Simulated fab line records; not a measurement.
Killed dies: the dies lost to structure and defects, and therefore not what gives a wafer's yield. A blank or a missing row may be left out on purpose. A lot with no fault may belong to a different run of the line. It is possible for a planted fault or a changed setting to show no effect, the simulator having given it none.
Shared-tool check    flow sky130    Lots sampled 11, wafers sampled 39

## REASON FOR OPENING
At SKY_SD_N_RS_MEAS_16 the reading SD_N_RS is flagged on 2 of 11 lots. Wafers without a fault read 68.50 ohm/sq, standard deviation 0.14.
Rule: a lot gets a flag if all its wafers with a number sit over 4 standard deviations from that mean, or if no wafer of it has a number. The rest of the lots are taken to be sound.

lot   measured      on             SD_N_RS (ohm/sq), wafer by wafer     flag
L894  day 27 19:25  film_metro-01  68.26 68.38 68.48                    
L895  day 28 17:37  film_metro-04  68.65 68.80 68.67                    
L896  day 28 20:49  film_metro-01  68.31 68.33 68.33                    
L899  day 29 15:17  film_metro-02  68.37 68.51 68.33                    
L898  day 30 01:59  film_metro-01  68.46 68.43 68.28                    
L901  day 30 23:44  film_metro-04  68.99 68.67 68.67                    
L905  day 32 09:10  film_metro-02  68.56 68.60 68.48                    
L907  day 32 16:57  film_metro-02  68.47 68.37 68.42                    
L910  day 33 13:17  film_metro-04  63.98 64.08 64.07 64.12 63.97 63.99  FLAGGED
L911  day 33 18:39  film_metro-04  68.55 68.51 68.72                    
L912  day 33 23:10  film_metro-02  63.87 63.81 63.95 63.66 63.73 63.79  FLAGGED
On average the flagged lots' numbers are 63.92 ohm/sq, which is -4.58 ohm/sq against the usual, or -33 standard deviations.

## WHICH TOOL EACH LOT WENT THROUGH
Before the reading, the record contains 2 process steps out of a 708-step route. Every cell lists first the tool, next ch and the chambers used by the sampled wafers, and last the start.
lot   flag     SKY_RES_PROTECT_STRIP_07              SKY_SD_N_RTA_14
L894           plasma_asher-04 ch 0,1, day 15 00:25  rtp_anneal-01 ch 0, day 27 19:15
L895           plasma_asher-02 ch 0,1, day 15 13:38  rtp_anneal-02 ch 0, day 28 17:26
L896           plasma_asher-02 ch 0,1, day 15 19:52  rtp_anneal-01 ch 0, day 28 20:38
L899           plasma_asher-01 ch 0,1, day 16 23:58  rtp_anneal-01 ch 0, day 29 15:07
L898           plasma_asher-01 ch 0,1, day 17 09:11  rtp_anneal-02 ch 0, day 30 01:49
L901           plasma_asher-04 ch 0,1, day 18 08:44  rtp_anneal-02 ch 0, day 30 23:34
L905           plasma_asher-02 ch 0,1, day 19 23:52  rtp_anneal-02 ch 0, day 32 09:00
L907           plasma_asher-04 ch 0,1, day 20 06:28  rtp_anneal-02 ch 0, day 32 16:47
L910  FLAGGED  plasma_asher-02 ch 0,1, day 21 09:56  rtp_anneal-01 ch 0, day 33 13:07
L911           plasma_asher-04 ch 0,1, day 21 12:07  rtp_anneal-02 ch 0, day 33 18:28
L912  FLAGGED  plasma_asher-04 ch 0,1, day 21 18:46  rtp_anneal-01 ch 0, day 33 23:00
These steps, and what they do:
- SKY_RES_PROTECT_STRIP_07: strips in O2/N2.
- SKY_SD_N_RTA_14: time 2 s.
- SKY_SD_N_RS_MEAS_16: measures by four-point-probe.

## FLAGGED OVER TOTAL, TOOL BY TOOL (the gauges that took the reading come last)
step                      tool             lots run  flagged  share of the flagged lots  sound lots run after its first flagged lot
SKY_RES_PROTECT_STRIP_07  plasma_asher-01  2         0        none                       -
SKY_RES_PROTECT_STRIP_07  plasma_asher-02  4         1        some                       0
SKY_RES_PROTECT_STRIP_07  plasma_asher-04  5         1        some                       0
SKY_SD_N_RTA_14           rtp_anneal-01    5         2        all                        0
SKY_SD_N_RTA_14           rtp_anneal-02    6         0        none                       -
SKY_SD_N_RS_MEAS_16       film_metro-01    3         0        none                       -
SKY_SD_N_RS_MEAS_16       film_metro-02    4         1        some                       0
SKY_SD_N_RS_MEAS_16       film_metro-04    4         1        some                       1 (L911)

## THE TABLE: WHAT IT ALLOWS
Rows of the table that ran each flagged lot: 1, that is rtp_anneal-01 at SKY_SD_N_RTA_14.
- rtp_anneal-01 at SKY_SD_N_RTA_14 ran 5 lots, 2 of them flagged. A fault beginning between L899 (day 29 15:07), its last sound lot, and L910 (day 33 13:07), its first flagged one, fits the data. Its own readings lie more than 4 standard deviations out on every wafer of the flagged lots: lamp_power_pct, wafer_temp_C_max.
One tool is left: rtp_anneal-01 at SKY_SD_N_RTA_14.

## WHAT THE SIMULATOR PUT IN
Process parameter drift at SKY_SD_N_RTA_14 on rtp_anneal-01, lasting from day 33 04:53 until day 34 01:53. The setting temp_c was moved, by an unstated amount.
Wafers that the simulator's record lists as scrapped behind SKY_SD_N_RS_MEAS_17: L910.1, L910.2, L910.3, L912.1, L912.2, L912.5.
Struck lots among those shown: L910, L912. This agrees with what the rule above found.
